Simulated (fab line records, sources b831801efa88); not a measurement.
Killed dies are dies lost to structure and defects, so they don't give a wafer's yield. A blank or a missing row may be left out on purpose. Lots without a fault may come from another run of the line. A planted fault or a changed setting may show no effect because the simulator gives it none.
fab line records | flow sky130 | part 2 of 2: steps 29 to 36 of 36
record lots=5 wafers=15 last_day=48
route steps=708 shown CAPM@537 METAL3@555
lots that met no fault: from a run of the same line without faults
start_h: hours from the record's first day to the start of the lot's first wafer shown | wait_h: hours since the lot's step before | " the same as in the row above | L1.1+2: a row that stands for several wafers | - no value, or no start given | * or withheld: withheld | < > ~ a bound
route shown NAME@n: a module of which the file shows steps, and the number in the route of the first | usual: mean/standard deviation of fault-free wafers | same: alike in all rows | chamber/n: place in a boat | sites: the reading at each site | _std_site: their standard deviation | _edge_site: outer sites' mean less inner sites' | radius_mm: how far each site lies from the wafer's centre | mask NAME#n: copy n | behind: the tool/chamber that last shaped the wafer | hold: why the lot was held/for how many hours/how that ended | device: the transistor (n, p or np) that didn't switch | end of line: the same wafers' tests at the end of the route | a step without rows: its recipe alone | killed: dies lost to structure and defects at the first sort, not the wafer's yield | map: a wafer's dies, x killed, . not, _ none there
set.NAME: the setting as run; set.NAME@STEP: as run at that earlier step | model.NAME: the simulator's own value behind a step, which no gauge read
lots at some steps of the route; a table a step, a row a wafer
services: from which hour (start_h, from the record's first day; less than 0 if before it) a tool's chamber was out of use, for how many hours, and why
## steps
# step SKY_METAL3_DESCUM_15
# recipe chemistry=O2 source_power_w=150 bias_power_w=0 pressure_mtorr=10 temp_c=40 time_s=8
# usual drypump_motor_current_A=6.0/0.31 oes_product_au=1.007/0.014
# columns lot.wafer tool chamber start_h wait_h drypump_motor_current_A oes_product_au rf_hours_counter_h
L074.2 rie_metal-02 1 900.99 0.0 6.1 0.986 1
L074.4 " 0 " " 6.5 1.001 -
L074.6 " 0 " " 6.6 0.998 -
L079.1 rie_metal-03 1 936.77 0.0 5.6 1.021 11
L079.3 " 0 " " 5.9 1.004 -
L079.6 " 0 " " 5.9 0.994 -
L080.1 rie_metal-01 0 945.29 0.0 6.3 1.016 16
L080.4 " 0 " " 6.3 1.020 -
L080.6 " 1 " " 6.1 1.015 -
L082.3 rie_metal-02 0 980.80 0.0 6.5 1.008 -
L082.4 " 1 " " 6.1 0.988 -
L082.6 " 0 " " 6.5 1.005 -
L086.1 rie_metal-02 0 984.84 0.0 6.5 1.023 11
L086.4 " 0 " " 6.5 1.010 -
L086.6 " 0 " " 6.5 1.004 -
# step SKY_METAL3_ETCH_16
# recipe chemistry=N2/H2 target=BARC ion_energy_ev=200 bias_w=100 pressure_mtorr=30 n2_flow_sccm=100 h2_flow_sccm=200 icp_w=500 stop_on=SiO2 time_s=88.2 target_depth_a=600
# usual drypump_motor_current_A=6.0/0.32 n2_flow_sccm=100.0/0.32 oes_product_au=0.625/0.0042 throttle_valve_pct=13.205/0.0084
# columns lot.wafer tool chamber start_h wait_h drypump_motor_current_A n2_flow_sccm oes_product_au rf_hours_counter_h throttle_valve_pct
L074.2 rie_metal-02 1 901.02 0.0 6.1 100.0 0.630 1 13.206
L074.4 " 0 " " 6.5 99.6 0.622 - 13.211
L074.6 " 0 " " 6.5 99.9 0.627 - 13.217
L079.1 rie_metal-03 1 936.80 0.0 5.6 100.4 0.629 11 13.210
L079.3 " 0 " " 6.0 100.4 0.627 - 13.191
L079.6 " 0 " " 6.0 100.6 0.626 - 13.205
L080.1 rie_metal-01 0 945.32 0.0 6.3 100.5 0.616 16 13.224
L080.4 " 0 " " 6.3 100.4 0.621 - 13.205
L080.6 " 1 " " 6.0 100.1 0.629 - 13.193
L082.3 rie_metal-02 0 980.85 0.0 6.5 99.4 0.612 - 13.210
L082.4 " 1 " " 6.1 100.4 0.628 - 13.192
L082.6 " 0 " " 6.6 99.5 0.624 - 13.208
L086.1 rie_metal-02 0 984.87 0.0 6.5 99.9 0.625 11 13.223
L086.4 " 0 " " 6.5 100.2 0.628 - 13.221
L086.6 " 0 " " 6.5 100.2 0.623 - 13.209
# step SKY_METAL3_ETCH_17
# recipe target=SiO2 stop_on=TiN chemistry=C4F8/O2/Ar source_w=1500 bias_w=1200 pressure_mtorr=40 c4f8_flow_sccm=withheld O2_flow_sccm=6 Ar_flow_sccm=300 time_s=3.9 target_depth_a=150
# usual oes_product_au=0.755/0.0075
# columns lot.wafer tool chamber start_h wait_h oes_product_au rf_hours_counter_h
L074.2 rie_diel-04 3 901.12 0.1 0.757 19
L074.4 " 2 " " 0.769 6
L074.6 " 0 " " 0.767 -
L079.1 rie_diel-04 1 936.90 0.1 0.744 21
L079.3 " 2 " " 0.752 7
L079.6 " 2 " " 0.758 -
L080.1 rie_diel-04 3 945.42 0.1 0.743 20
L080.4 " 3 " " 0.746 -
L080.6 " 1 " " 0.760 -
L082.3 rie_diel-01 0 980.92 0.0 0.753 14
L082.4 " 3 " " 0.751 19
L082.6 " 0 " " 0.759 -
L086.1 rie_diel-01 3 984.97 0.1 0.762 19
L086.4 " 1 " " 0.763 9
L086.6 " 1 " " 0.768 -
# step SKY_METAL3_METAL_ETCH_18
# recipe target_depth_a=8450 stop_on=SiO2 over_etch_frac=0.3 time_s=183.1 chemistry=Cl2/BCl3 resist_sidewall_deg=88 pressure_mtorr=10 icp_w=900 bias_w=48.5 Cl2_flow_sccm=60 bcl3_flow_sccm=30
# usual drypump_motor_current_A=6.13/0.28 oes_product_au=0.867/0.007 throttle_valve_pct=22.263/0.0084
# columns lot.wafer tool chamber start_h wait_h drypump_motor_current_A oes_product_au rf_hours_counter_h throttle_valve_pct
L074.2 rie_metal-01 1 901.14 0.0 6.01 0.869 1 22.265
L074.4 " 0 " " 6.27 0.873 - 22.258
L074.6 " 1 " " 6.03 0.875 - 22.270
L079.1 rie_metal-01 0 936.92 0.0 6.28 0.866 15 22.280
L079.3 " 0 " " 6.22 0.865 - 22.283
L079.6 " 1 " " 6.06 0.860 - 22.261
L080.1 rie_metal-02 0 945.43 0.0 6.57 0.851 9 22.246
L080.4 " 0 " " 6.53 0.870 - 22.268
L080.6 " 1 " " 6.09 0.861 - 22.271
L082.3 rie_metal-01 1 980.99 0.1 6.05 0.876 - 22.266
L082.4 " 0 " " 6.27 0.874 - 22.273
L082.6 " 1 " " 6.04 0.871 - 22.262
L086.1 rie_metal-03 1 984.98 0.0 5.61 0.872 14 22.275
L086.4 " 1 " " 5.60 0.860 - 22.269
L086.6 " 1 " " 5.61 0.861 - 22.269
# step SKY_METAL3_STRIP_19
# recipe chemistry=O2/N2 power_w=1400 pressure_mtorr=1500 platen_temp_c=withheld o2_flow_sccm=3000 n2_flow_sccm=300 overash_fraction=0.5
# usual drypump_motor_current_A=5.7/0.39 n2_flow_sccm=300.1/0.86 oes_product_au=0.499/0.0071 strip_time_to_endpoint_s=6.45/0.14
# columns lot.wafer tool chamber start_h wait_h drypump_motor_current_A n2_flow_sccm oes_product_au rf_hours_counter_h strip_time_to_endpoint_s
L074.2 plasma_asher-01 0 901.31 0.1 6.2 299.1 0.502 72 6.38
L074.4 " 0 " " 6.2 299.7 0.495 - 6.38
L074.6 " 0 " " 6.2 301.0 0.487 - 6.40
L079.1 plasma_asher-01 0 937.10 0.1 6.1 299.8 0.504 76 6.32
L079.3 " 1 " " 5.4 302.0 0.487 - 6.40
L079.6 " 0 " " 6.1 299.5 0.491 - 6.34
L080.1 plasma_asher-02 0 945.61 0.1 6.2 300.6 0.504 51 6.43
L080.4 " 1 " " 5.2 300.1 0.503 - 6.45
L080.6 " 0 " " 6.2 301.0 0.499 - 6.62
L082.3 plasma_asher-03 0 981.15 0.1 5.8 299.3 0.497 - 6.40
L082.4 " 1 " " 5.3 299.8 0.500 - 6.43
L082.6 " 0 " " 5.8 298.4 0.494 - 6.31
L086.1 plasma_asher-03 0 985.34 0.3 5.8 300.1 0.508 116 6.49
L086.4 " 0 " " 5.8 299.2 0.505 - 6.45
L086.6 " 1 " " 5.3 301.2 0.504 - 6.46
# step SKY_METAL3_STRIP_20
# recipe chemistry=post_etch_residue_remover time_s=1200 temp_c=72.5
# columns lot.wafer tool chamber start_h wait_h
L074.2+4+6 wet_bench-01 2 901.41 0.1
L079.1+3+6 wet_bench-03 3 937.20 0.1
L080.1+4+6 wet_bench-01 3 945.71 0.1
L082.3+4+6 wet_bench-02 0 981.21 0.0
L086.1+4+6 wet_bench-02 1 985.44 0.1
# step SKY_METAL3_CLEAN_21
# recipe chemistry=IPA time_s=180 temp_c=25
# columns lot.wafer tool chamber start_h wait_h
L074.2+4+6 wet_bench-03 2 901.75 0.0
L079.1+3+6 wet_bench-01 3 937.54 0.0
L080.1+4+6 wet_bench-02 2 946.05 0.0
L082.3+4+6 wet_bench-01 3 981.55 0.0
L086.1+4+6 wet_bench-03 0 985.78 0.0
# step SKY_METAL3_CLEAN_22
# recipe chemistry=O3/DIW dry=n2_spin
# columns lot.wafer tool chamber start_h wait_h
L074.2+4+6 wet_bench-03 1 901.81 0.0
L079.1+3+6 wet_bench-02 1 937.60 0.0
L080.1+4+6 wet_bench-03 2 946.12 0.0
L082.3+4+6 wet_bench-03 2 981.62 0.0
L086.1+4+6 wet_bench-01 2 985.84 0.0
## services
# columns tool chamber start_h hours kind
krf_scanner-01 - 824.72 1.3 pm
pvd_sputter-03 - 825.22 1.5 repair
krf_scanner-02 - 826.02 1.0 pm
plasma_asher-01 - 827.18 2.3 repair
wet_bench-02 - 827.25 2.2 repair
krf_scanner-02 - 836.92 3.6 pm
pecvd-01 1 838.63 5.0 repair
pecvd-02 - 838.65 2.4 repair
rie_diel-01 1 842.13 5.8 repair
rie_diel-04 1 847.79 16.5 repair
rie_diel-01 2 847.86 9.0 repair
rie_metal-01 1 852.15 1.1 repair
wet_bench-04 - 852.36 6.3 repair
pvd_sputter-02 - 853.85 2.6 repair
krf_scanner-02 - 876.39 0.8 pm
rie_diel-04 1 886.79 6.4 repair
rie_metal-04 0 903.35 16.0 repair
rie_diel-04 1 914.45 2.8 repair
iline_stepper-02 - 919.17 1.7 pm
krf_scanner-02 - 928.23 1.2 repair
pecvd-01 - 940.61 5.5 pm
krf_scanner-02 - 949.21 1.3 pm
rie_metal-03 1 975.72 3.4 repair
rie_diel-04 1 977.49 1.9 repair
